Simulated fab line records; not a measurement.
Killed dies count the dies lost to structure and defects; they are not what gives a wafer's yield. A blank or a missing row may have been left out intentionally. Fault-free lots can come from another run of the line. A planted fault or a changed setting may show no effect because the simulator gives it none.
Which of the tools did it? | flow gf180mcu | 15 lots with 45 wafers sampled at 5 steps, on a route of 602 steps

## WHAT EACH GAUGE READ, for each wafer
GF_STI_BOW_MEAS_00. Usual: INCOMING_BOW typically reads 1 um, with standard deviation 6.6.
lot  | measured    | on            | INCOMING_BOW (um) | flag
L469 | day 1 20:00 | film-metro-02 | 4 -6 -1           |
L470 | day 2 01:04 | film-metro-01 | 6 7 4             |
L471 | day 2 06:02 | film-metro-02 | 10 7 11           |
L472 | day 2 11:00 | film-metro-04 | 4 -14 4           |
L474 | day 2 21:00 | film-metro-02 | 7 -8 -2           |
L475 | day 3 02:02 | film-metro-02 | -2 2 4            |
L476 | day 3 07:01 | film-metro-04 | -7 5 7            |
L478 | day 3 17:04 | film-metro-02 | 10 -1 -5          |
L480 | day 4 03:01 | film-metro-04 | -5 -10 -5         |
L482 | day 4 13:02 | film-metro-04 | 12 -1 1           |
L484 | day 4 23:00 | film-metro-02 | 11 13 -11         |
L485 | day 5 04:00 | film-metro-04 | 3 -2 -4           |
L486 | day 5 09:04 | film-metro-04 | 2 -5 -10          |
L488 | day 5 19:01 | film-metro-04 | 4 0 -5            |
L489 | day 6 00:01 | film-metro-01 | 2 9 -4            |

GF_STI_THK_MEAS_02. Usual: STI_OXIDATION_THK typically reads 9.98 nm, with standard deviation 0.2.
lot  | measured    | on            | STI_OXIDATION_THK (nm) | flag
L469 | day 1 21:31 | film-metro-01 | 10.11 10.09 9.97       |
L470 | day 2 02:32 | film-metro-04 | 9.76 9.89 9.89         |
L471 | day 2 07:32 | film-metro-04 | 9.83 9.81 9.81         |
L472 | day 2 14:33 | film-metro-04 | 9.90 10.08 9.76        |
L474 | day 2 22:44 | film-metro-04 | 9.60 9.66 9.82         |
L475 | day 3 03:32 | film-metro-04 | 10.10 10.08 9.94       |
L476 | day 3 09:03 | film-metro-02 | 9.54 9.78 9.61         |
L478 | day 3 19:27 | film-metro-04 | 10.14 9.95 10.18       |
L480 | day 4 09:04 | film-metro-02 | 10.34 10.41 10.24      |
L482 | day 4 16:50 | film-metro-01 | 9.66 9.84 9.80         |
L484 | day 5 02:06 | film-metro-04 | 10.11 10.07 10.15      |
L485 | day 5 06:27 | film-metro-02 | 9.88 9.89 9.92         |
L486 | day 5 11:28 | film-metro-02 | 10.04 10.09 10.19      |
L488 | day 5 21:04 | film-metro-01 | 10.29 10.20 10.26      |
L489 | day 6 01:31 | film-metro-04 | 9.94 10.00 9.85        |

GF_MVPSD_OVL_MEAS_07. Usual: MVPSD_OVL typically reads -0.1 nm, with standard deviation 1.3.
lot  | measured     | on         | MVPSD_OVL (nm) | flag
L469 | day 5 13:39  | overlay-01 | 0.1 0.4 0.1    |
L470 | day 5 16:07  | overlay-02 | 1.4 2.5 2.5    |
L471 | day 5 20:22  | overlay-02 | 1.7 1.7 1.6    |
L472 | day 6 06:00  | overlay-02 | -0.5 -3.5 -2.9 |
L478 | day 7 22:28  | overlay-01 | 0.7 -0.4 -2.7  |
L480 | day 8 11:01  | overlay-02 | 1.3 0.9 -0.1   |
L482 | day 8 23:34  | overlay-01 | 1.0 2.4 0.3    |
L484 | day 9 07:41  | overlay-02 | 1.0 -3.1 0.9   |
L485 | day 9 10:27  | overlay-02 | 0.7 -0.7 -2.4  |
L486 | day 9 18:18  | overlay-02 | 2.1 0.9 0.3    |
L488 | day 10 10:04 | overlay-02 | 0.1 -0.9 -0.4  |
L489 | day 10 12:01 | overlay-02 | -1.5 -0.8 -1.4 |

## EACH LOT AND THE TOOL THAT RAN IT (in order: tool; ch and the chambers of the sampled wafers; start)
lot  | GF_STI_ETCH_14                  | GF_STI_STRIP_15
L469 | rie-si-02 ch 0,2,3, day 2 12:37 | plasma-asher-02 ch 0,1, day 2 12:41
L470 | rie-si-02 ch 0,1,2, day 2 16:44 | plasma-asher-02 ch 0,1, day 2 16:50
L471 | rie-si-02 ch 0,1,3, day 2 21:49 | plasma-asher-02 ch 0,1, day 2 21:55
L472 | rie-si-01 ch 2,3, day 3 05:00   | plasma-asher-03 ch 0,1, day 3 05:05
L474 | rie-si-01 ch 0,1, day 3 14:21   | plasma-asher-03 ch 0,1, day 3 14:25
L475 | rie-si-01 ch 1,2,3, day 3 18:48 | plasma-asher-01 ch 0,1, day 3 18:55
L476 | rie-si-02 ch 2,3, day 4 00:36   | plasma-asher-02 ch 0,1, day 4 00:43
L478 | rie-si-01 ch 1,2,3, day 4 10:08 | plasma-asher-03 ch 0,1, day 4 10:13
L480 | rie-si-01 ch 2,3, day 4 23:27   | plasma-asher-02 ch 0,1, day 4 23:31
L482 | rie-si-01 ch 1,2,3, day 5 09:24 | plasma-asher-03 ch 0,1, day 5 09:31
L484 | rie-si-01 ch 1,3, day 5 17:33   | plasma-asher-02 ch 0,1, day 5 17:37
L485 | rie-si-01 ch 2,3, day 5 22:35   | plasma-asher-02 ch 0,1, day 5 22:40
L486 | rie-si-01 ch 0,2,3, day 6 04:50 | plasma-asher-01 ch 0,1, day 6 04:57
L488 | rie-si-01 ch 0,1, day 6 16:41   | plasma-asher-03 ch 0,1, day 6 16:46
L489 | rie-si-01 ch 0,2,3, day 6 18:38 | plasma-asher-02 ch 0, day 6 18:42
- GF_STI_ETCH_14: etches Si in HBr/Cl2/O2, target depth 360 nm, time 102.9 s.
- GF_STI_STRIP_15: strips in O2/N2.

## AS READ BY THE TOOLS THEMSELVES (means over the sampled wafers that have a number; for cases with no such wafer, the mark the record gives instead)
GF_STI_ETCH_14. Usual: HBr_flow_sccm 150.0 sccm, standard deviation 0.43; O2_flow_sccm 6.001 sccm, standard deviation 0.017; drypump-motor-current-A 5.6 A, standard deviation 0.51; oes-product-au 1.000 a.u., standard deviation 0.01; throttle-valve-pct 25.657 %, standard deviation 0.011.
lot  | tool      | HBr_flow_sccm (sccm) | O2_flow_sccm (sccm) | drypump-motor-current-A (A) | oes-product-au (a.u.) | throttle-valve-pct (%) | flag
L469 | rie-si-02 | 150.1                | 6.004               | 5.2                         | 0.991                 | 25.663                 |
L470 | rie-si-02 | 150.1                | 5.993               | 5.3                         | 0.998                 | 25.655                 |
L471 | rie-si-02 | 150.2                | 5.997               | 5.3                         | 1.002                 | 25.657                 |
L472 | rie-si-01 | 150.3                | 5.993               | 5.8                         | 0.998                 | 25.662                 |
L474 | rie-si-01 | -                    | -                   | -                           | -                     | -                      | OFF
L475 | rie-si-01 | -                    | -                   | -                           | -                     | -                      | OFF
L476 | rie-si-02 | -                    | -                   | -                           | -                     | -                      | OFF
L478 | rie-si-01 | 150.0                | 5.998               | 6.1                         | 1.009                 | 25.654                 |
L480 | rie-si-01 | 149.5                | 6.001               | 5.8                         | 1.010                 | 25.656                 |
L482 | rie-si-01 | 150.1                | 6.019               | 6.1                         | 0.994                 | 25.656                 |
L484 | rie-si-01 | 150.1                | 6.012               | 6.1                         | 1.006                 | 25.653                 |
L485 | rie-si-01 | 149.7                | 5.996               | 5.8                         | 1.004                 | 25.650                 |
L486 | rie-si-01 | 150.0                | 5.986               | 5.7                         | 1.000                 | 25.645                 |
L488 | rie-si-01 | 149.8                | 5.998               | 5.8                         | 0.995                 | 25.663                 |
L489 | rie-si-01 | 149.4                | 6.011               | 5.7                         | 1.004                 | 25.648                 |

GF_STI_STRIP_15. Usual: drypump-motor-current-A 6.0 A, standard deviation 0.47; heater-power-w 318 W, standard deviation 18; oes-product-au 0.383 a.u., standard deviation 0.0052; strip-time-to-endpoint-s 3.74 s, standard deviation 0.047.
lot  | tool            | drypump-motor-current-A (A) | heater-power-w (W) | oes-product-au (a.u.) | strip-time-to-endpoint-s (s) | flag
L469 | plasma-asher-02 | 6.2                         | 304                | 0.389                 | 3.76                         |
L470 | plasma-asher-02 | 6.2                         | 308                | 0.380                 | 3.78                         |
L471 | plasma-asher-02 | 6.0                         | 309                | 0.385                 | 3.74                         |
L472 | plasma-asher-03 | 6.5                         | 342                | 0.383                 | 3.73                         |
L474 | plasma-asher-03 | 6.1                         | 324                | 0.430                 | 4.96                         | OFF
L475 | plasma-asher-01 | 5.6                         | 330                | 0.438                 | 4.96                         | OFF
L476 | plasma-asher-02 | 6.2                         | 304                | 0.434                 | 4.90                         | OFF
L478 | plasma-asher-03 | 6.5                         | 336                | 0.379                 | 3.74                         |
L480 | plasma-asher-02 | 5.9                         | 306                | 0.384                 | 3.73                         |
L482 | plasma-asher-03 | 6.5                         | 335                | 0.383                 | 3.74                         |
L484 | plasma-asher-02 | 6.0                         | 311                | 0.381                 | 3.70                         |
L485 | plasma-asher-02 | 6.0                         | 305                | 0.381                 | 3.75                         |
L486 | plasma-asher-01 | 5.4                         | 336                | 0.383                 | 3.73                         |
L488 | plasma-asher-03 | 6.5                         | 339                | 0.387                 | 3.75                         |
L489 | plasma-asher-02 | 5.7                         | 315                | 0.386                 | 3.76                         |

## THE ANSWER, worked out from the rows above alone
Rule: a lot is off if the mean of its wafers that have a number lies more than 3 standard deviations from the usual mean. Also off: a lot with no number at a reading for which 4 or more lots have one. Where the step has rows for the other lots, those lots are counted as sound. The gauges are gone through in route order, then the tools' own readings, and for those a lot's mean is taken as printed above. At the first step where some lot is off, the reading lying furthest off is the one used; lots without a number count as furthest.
Off: L474, L475, L476, at GF_STI_ETCH_14 (HBr_flow_sccm). Without a number there: L474, L475, L476.
A tool fits if, at that step or a process step before it, it ran every lot that is off, and no sound lot after the first of them. No candidate that was tried fits.

## WHAT WAS PUT IN BY THE SIMULATOR
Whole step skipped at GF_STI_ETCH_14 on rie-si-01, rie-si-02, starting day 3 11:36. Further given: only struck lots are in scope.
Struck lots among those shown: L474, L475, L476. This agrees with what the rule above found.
